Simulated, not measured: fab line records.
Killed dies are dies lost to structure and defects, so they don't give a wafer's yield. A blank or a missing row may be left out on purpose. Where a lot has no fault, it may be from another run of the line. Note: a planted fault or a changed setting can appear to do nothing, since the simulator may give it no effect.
Code-filled problem report in 8D (eight disciplines) form    flow gf180mcu    the parts of the form that need people (team, actions taken, sign-off) are left out

1. WHAT IS WRONG
doseIonsCm2 at GF_VT_IMPLANT_IMPLANT_41 reads a mean of 1.0831e+12 on 6 wafers of 2 lots; wafers without a fault read 1.0132e+12 with a standard deviation of 9.5e+08. Relative to the usual mean, that is a shift of +74 standard deviations.
Seen first at day 11 22:26 on implanter-02, wafer L703.1. At this step, 18 wafers from 6 lots have a number in the record. Rule for "out", or "out of limits": more than 4 standard deviations from the usual mean. All remaining wafers that have a number are taken as sound.

2. WHAT IT IS, WHAT IT ISN'T
question                     is                      is not
which readings at this step  doseIonsCm2             -
which lots                   L703, L705              L689, L691, L707, L710
which wafers of those lots   all that have a number  -
read on which tools          implanter-02            implanter-01, implanter-03
when                         from day 11 22:26       up to then (6 sound wafers); but 6 sound wafers of L707, L710 came after

3. THE SUSPECTS, EACH WITH WHAT RULES IT OUT
Counting: a tool at a process step up to the reading stays a suspect if it ran every lot that is out and no sound lot after the first of them.
- implanter-02 at GF_VT_IMPLANT_IMPLANT_41: kept. It processed each lot that is out, first L703 at day 11 22:26, and no sound lot thereafter; up to then, the last sound lot it processed was L691 at day 8 10:10. Its own doseIonsCm2 readings are out on those wafers.
After counting, what remains is implanter-02 at GF_VT_IMPLANT_IMPLANT_41.

4. THE CAUSE (what the simulator had put in)
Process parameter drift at GF_VT_IMPLANT_IMPLANT_41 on implanter-02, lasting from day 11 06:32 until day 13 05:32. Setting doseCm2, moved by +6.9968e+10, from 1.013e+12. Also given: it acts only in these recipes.
This tool alone remained once counting was done.

5. SEQUENCE OF EFFECTS, ordered by route
Rows list readings where the struck wafers' mean (over those with a number) sits beyond 3 standard deviations from the usual. Only readings whose record carries a usual standard deviation are examined. hours: median over the lots of the time between each lot's start at the first step of this table that gives one and its start at this step. sigmas: the change, counted in usual standard deviations.
hours  step                      reading           usual       on struck wafers  change       sigmas
0      GF_VT_IMPLANT_IMPLANT_41  doseIonsCm2       1.0132e+12  1.0831e+12        +6.9900e+10  +74
0      GF_VT_IMPLANT_IMPLANT_41  faradayCurrentUA  5.72        6.20              +0.48        +4.0
It contains these process steps:
- GF_VT_IMPLANT_IMPLANT_41

6. HOW IT WOULD HAVE BEEN CAUGHT EARLIER
The fault began at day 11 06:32; the first out-of-limits reading in this record came at day 11 22:26, 16 hours later.
